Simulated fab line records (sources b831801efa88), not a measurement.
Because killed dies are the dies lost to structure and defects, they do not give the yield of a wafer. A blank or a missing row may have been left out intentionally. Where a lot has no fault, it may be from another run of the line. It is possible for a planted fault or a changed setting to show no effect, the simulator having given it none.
Matching of chambers | flow gf180mcu | pecvd-04 running GF_PASSIVATION_CVD_00: 3 sister chambers
The step deposits SiO2 from TEOS, target thk 1000 nm, time 111.95 s. 3 wafers are shown with their chamber, then 7 later ones without.

## EACH WAFER AND ITS CHAMBER
wafer  | chamber | heater-power-w (W)
L576.1 | 0       | 600
L592.1 | 2       | 754
L592.3 | 1       | 678

## WAFERS MISSING THEIR CHAMBER
wafer  | heater-power-w (W)
L592.5 | 603
L593.1 | 650
L593.2 | 772
L593.3 | 642
L595.2 | 746
L595.4 | 732
L595.5 | 620

## WHICH CHAMBER EACH WENT THROUGH
wafer  | from the rows above     | in truth
L592.5 | 0                       | 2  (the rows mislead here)
L593.1 | can't be placed: 1 or 0 | 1
L593.2 | 2                       | 2
L593.3 | can't be placed: 1 or 0 | 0
L595.2 | 2                       | 2
L595.4 | can't be placed: 2 or 1 | 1
L595.5 | can't be placed: 0 or 1 | 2
2 of 7 placed correctly. These rows do not allow placing 4 (true chamber among the candidates in 3). 1 placed wrongly.
How it was worked out, from the rows above alone: a wafer's distance from a chamber is the root of the sum, over the readings, of the square of ((its reading less the chamber's mean) divided by the reading's scatter). If the next closest chamber is less than 2 further off than the closest, the wafer can't be placed; otherwise it belongs to the closest. The mean given for a chamber averages the wafers shown for that chamber. The scatter: with one shown wafer a chamber, the root of the mean of the squares of how far each hidden wafer lies from its nearest shown one.
